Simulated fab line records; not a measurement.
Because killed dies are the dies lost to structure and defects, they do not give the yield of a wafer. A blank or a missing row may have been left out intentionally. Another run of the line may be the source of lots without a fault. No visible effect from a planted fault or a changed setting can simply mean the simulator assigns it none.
Which of the tools did it? || flow sky130 || Sampling: 13 lots, 39 wafers, 4 of 708 route steps

WHAT THE GAUGES READ, wafer by wafer
SKY_VT_ADJUST_PCH_TW_MEAS_10.
{"lot": "L493", "measured": "day 10 09:38", "on": "film_metro-01", "VT_ADJUST_PCH_TW": "143.7 143.4 143.9"}
{"lot": "L495", "measured": "day 11 09:20", "on": "film_metro-03", "VT_ADJUST_PCH_TW": "143.3 142.8 142.9"}
{"lot": "L496", "measured": "day 11 14:03", "on": "film_metro-04", "VT_ADJUST_PCH_TW": "141.7 141.8 141.7"}
{"lot": "L497", "measured": "day 11 17:15", "on": "film_metro-03", "VT_ADJUST_PCH_TW": "143.8 144.2 143.0"}
{"lot": "L498", "measured": "day 12 02:06", "on": "film_metro-03", "VT_ADJUST_PCH_TW": "143.6 144.0 143.4"}
{"lot": "L501", "measured": "day 13 02:01", "on": "film_metro-01", "VT_ADJUST_PCH_TW": "143.8 144.3 145.9"}
{"lot": "L502", "measured": "day 13 08:43", "on": "film_metro-04", "VT_ADJUST_PCH_TW": "141.2 140.6 140.6"}
{"lot": "L504", "measured": "day 13 19:55", "on": "film_metro-04", "VT_ADJUST_PCH_TW": "140.5 140.9 141.5"}
{"lot": "L506", "measured": "day 14 14:58", "on": "film_metro-01", "VT_ADJUST_PCH_TW": "143.0 143.4 143.9"}
{"lot": "L507", "measured": "day 15 00:34", "on": "film_metro-04", "VT_ADJUST_PCH_TW": "128.3 129.1 128.7"}
{"lot": "L508", "measured": "day 15 19:09", "on": "film_metro-04", "VT_ADJUST_PCH_TW": "128.9 128.4 128.2"}
{"lot": "L509", "measured": "day 15 23:15", "on": "film_metro-04", "VT_ADJUST_PCH_TW": "128.9 128.9 128.6"}
{"lot": "L516", "measured": "day 17 17:50", "on": "film_metro-04", "VT_ADJUST_PCH_TW": "141.4 140.8 141.1"}

SKY_POLY_CUT_OVL_MEAS_09.
{"lot": "L493", "measured": "day 24 00:08", "on": "overlay-02", "POLY_CUT_OVL (nm)": "-2 8 2"}
{"lot": "L495", "measured": "day 25 11:09", "on": "overlay-02", "POLY_CUT_OVL (nm)": "-4 1 2"}
{"lot": "L496", "measured": "day 25 17:23", "on": "overlay-01", "POLY_CUT_OVL (nm)": "-7 -3 0"}
{"lot": "L497", "measured": "day 25 22:59", "on": "overlay-01", "POLY_CUT_OVL (nm)": "-8 3 -5"}
{"lot": "L498", "measured": "day 26 06:57", "on": "overlay-01", "POLY_CUT_OVL (nm)": "-10 -3 -3"}
{"lot": "L501", "measured": "day 27 14:05", "on": "overlay-02", "POLY_CUT_OVL (nm)": "-3 -4 1"}
{"lot": "L502", "measured": "day 27 21:46", "on": "overlay-01", "POLY_CUT_OVL (nm)": "-3 -4 -5"}
{"lot": "L504", "measured": "day 28 07:39", "on": "overlay-01", "POLY_CUT_OVL (nm)": "-5 -1 1"}
{"lot": "L506", "measured": "day 29 00:53", "on": "overlay-01", "POLY_CUT_OVL (nm)": "-3 -4 2"}
{"lot": "L507", "measured": "day 29 13:06", "on": "overlay-02", "POLY_CUT_OVL (nm)": "1 1 -5"}
{"lot": "L508", "measured": "day 30 04:10", "on": "overlay-02", "POLY_CUT_OVL (nm)": "3 -2 -1"}
{"lot": "L509", "measured": "day 30 12:14", "on": "overlay-02", "POLY_CUT_OVL (nm)": "-3 0 -3"}
{"lot": "L516", "measured": "day 32 04:20", "on": "overlay-02", "POLY_CUT_OVL (nm)": "-6 -2 1"}

SKY_METAL1_OVL_MEAS_16.
{"lot": "L493", "measured": "day 32 15:18", "on": "overlay-01", "METAL1_OVL (nm)": "5 13 0"}
{"lot": "L495", "measured": "day 33 23:04", "on": "overlay-01", "METAL1_OVL (nm)": "-2 -5 -6"}
{"lot": "L496", "measured": "day 34 03:39", "on": "overlay-01", "METAL1_OVL (nm)": "4 0 5"}
{"lot": "L497", "measured": "day 34 08:06", "on": "overlay-01", "METAL1_OVL (nm)": "4 2 7"}
{"lot": "L498", "measured": "day 34 16:06", "on": "overlay-01", "METAL1_OVL (nm)": "6 0 1"}
{"lot": "L501", "measured": "day 35 20:38", "on": "overlay-01", "METAL1_OVL (nm)": "0 -1 -4"}
{"lot": "L502", "measured": "day 36 02:34", "on": "overlay-01", "METAL1_OVL (nm)": "11 6 8"}
{"lot": "L504", "measured": "day 36 09:49", "on": "overlay-01", "METAL1_OVL (nm)": "1 -2 -2"}
{"lot": "L506", "measured": "day 37 02:44", "on": "overlay-02", "METAL1_OVL (nm)": "-6 -1 0"}
{"lot": "L507", "measured": "day 37 14:43", "on": "overlay-02", "METAL1_OVL (nm)": "-10 1 -2"}
{"lot": "L508", "measured": "day 38 04:19", "on": "overlay-01", "METAL1_OVL (nm)": "4 8 0"}
{"lot": "L509", "measured": "day 38 12:27", "on": "overlay-01", "METAL1_OVL (nm)": "0 0 -11"}
{"lot": "L516", "measured": "day 40 00:14", "on": "overlay-02", "METAL1_OVL (nm)": "3 -2 4"}

WHICH TOOL RAN EACH LOT (tool, then ch and the chambers of the sampled wafers, then the start)
{"lot": "L493", "SKY_VT_ADJUST_PCH_IMPLANT_08": "implanter-01 ch 0, day 10 09:23"}
{"lot": "L495", "SKY_VT_ADJUST_PCH_IMPLANT_08": "implanter-01 ch 0, day 11 09:05"}
{"lot": "L496", "SKY_VT_ADJUST_PCH_IMPLANT_08": "implanter-02 ch 0, day 11 13:48"}
{"lot": "L497", "SKY_VT_ADJUST_PCH_IMPLANT_08": "implanter-04 ch 0, day 11 17:00"}
{"lot": "L498", "SKY_VT_ADJUST_PCH_IMPLANT_08": "implanter-02 ch 0, day 12 01:51"}
{"lot": "L501", "SKY_VT_ADJUST_PCH_IMPLANT_08": "implanter-02 ch 0, day 13 01:46"}
{"lot": "L502", "SKY_VT_ADJUST_PCH_IMPLANT_08": "implanter-02 ch 0, day 13 08:30"}
{"lot": "L504", "SKY_VT_ADJUST_PCH_IMPLANT_08": "implanter-02 ch 0, day 13 19:42"}
{"lot": "L506", "SKY_VT_ADJUST_PCH_IMPLANT_08": "implanter-01 ch 0, day 14 14:43"}
{"lot": "L507", "SKY_VT_ADJUST_PCH_IMPLANT_08": "implanter-02 ch 0, day 15 00:19"}
{"lot": "L508", "SKY_VT_ADJUST_PCH_IMPLANT_08": "implanter-02 ch 0, day 15 18:52"}
{"lot": "L509", "SKY_VT_ADJUST_PCH_IMPLANT_08": "implanter-02 ch 0, day 15 23:00"}
{"lot": "L516", "SKY_VT_ADJUST_PCH_IMPLANT_08": "implanter-04 ch 0, day 17 17:35"}
- SKY_VT_ADJUST_PCH_IMPLANT_08

WHAT THE TOOLS THEMSELVES READ (means of the sampled wafers that have a number; where no wafer has one, the mark that the record gives instead)
SKY_VT_ADJUST_PCH_IMPLANT_08.
{"lot": "L493", "tool": "implanter-01", "beam_energy_keV": 9.999, "dose_ions_cm2": 5e+11, "faraday_current_uA": 2.81}
{"lot": "L495", "tool": "implanter-01", "beam_energy_keV": 10.004, "dose_ions_cm2": 5e+11, "faraday_current_uA": 2.82}
{"lot": "L496", "tool": "implanter-02", "beam_energy_keV": 9.996, "dose_ions_cm2": 5e+11, "faraday_current_uA": 2.77}
{"lot": "L497", "tool": "implanter-04", "beam_energy_keV": 9.998, "dose_ions_cm2": 5e+11, "faraday_current_uA": 2.76}
{"lot": "L498", "tool": "implanter-02", "beam_energy_keV": 10.001, "dose_ions_cm2": 5e+11, "faraday_current_uA": 2.83}
{"lot": "L501", "tool": "implanter-02", "beam_energy_keV": 10.000, "dose_ions_cm2": 5e+11, "faraday_current_uA": 2.83}
{"lot": "L502", "tool": "implanter-02", "beam_energy_keV": 10.004, "dose_ions_cm2": 5e+11, "faraday_current_uA": 2.79}
{"lot": "L504", "tool": "implanter-02", "beam_energy_keV": 9.996, "dose_ions_cm2": 5e+11, "faraday_current_uA": 2.80}
{"lot": "L506", "tool": "implanter-01", "beam_energy_keV": 10.001, "dose_ions_cm2": 5e+11, "faraday_current_uA": 2.78}
{"lot": "L507", "tool": "implanter-02", "beam_energy_keV": 10.005, "dose_ions_cm2": 3e+11, "faraday_current_uA": 1.97}
{"lot": "L508", "tool": "implanter-02", "beam_energy_keV": 10.003, "dose_ions_cm2": 3e+11, "faraday_current_uA": 1.95}
{"lot": "L509", "tool": "implanter-02", "beam_energy_keV": 9.997, "dose_ions_cm2": 3e+11, "faraday_current_uA": 1.91}
{"lot": "L516", "tool": "implanter-04", "beam_energy_keV": 9.999, "dose_ions_cm2": 5e+11, "faraday_current_uA": 2.79}

THE ANSWER, worked out from the rows above alone
Rule: the usual values come from the lots themselves. Put in order of their means at a reading, lots are off if they are a third of the lots or fewer, leave a main group of 4 or more, and stand apart from it by a gap of 3 or more times the standard deviation of the main group's means; of several such gaps the widest counts. The tables above print the reading to a certain number of digits; a main group whose means all agree to those digits is not used. Also off: a lot with no number at a reading for which 4 or more lots have one. All remaining lots with rows at the step are treated as sound. First the gauges in route order, then the tools' own readings, where a lot's mean is used as printed above. At the first step where some lot is off, the reading lying furthest off is the one used; lots without a number count as furthest.
Off: L507, L508, L509, seen at SKY_VT_ADJUST_PCH_TW_MEAS_10 (VT_ADJUST_PCH_TW). For the main group the mean is 142.7 and the standard deviation 1.3.
A tool fits if, at a process step before that reading, it ran every lot that is off, and no sound lot after the first of them. Not tried: the gauges at SKY_VT_ADJUST_PCH_TW_MEAS_10; whatever is off there is also off at SKY_VT_ADJUST_PCH_IMPLANT_08, on other tools, and gauge error can't account for it. One fits: SKY_VT_ADJUST_PCH_IMPLANT_08 on implanter-02. Its last sound lot is L504 (day 13 19:42), its first lot that is off L507 (day 15 00:19): a fault that began between those two fits.
The tool's own readings at SKY_VT_ADJUST_PCH_IMPLANT_08 bear it out: on the lots that are off they differ by more than 5 times the standard deviation of the sound lots' means. dose_ions_cm2 reads 3e+11 there against 5e+11 on the sound lots; faraday_current_uA reads 1.94 there against 2.80 on the sound lots.

WHAT WAS PUT IN BY THE SIMULATOR
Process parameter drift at SKY_VT_ADJUST_PCH_IMPLANT_08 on implanter-02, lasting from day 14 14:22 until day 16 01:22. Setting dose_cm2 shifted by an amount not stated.
Struck lots among those shown: L507, L508, L509. The rule above found the same.
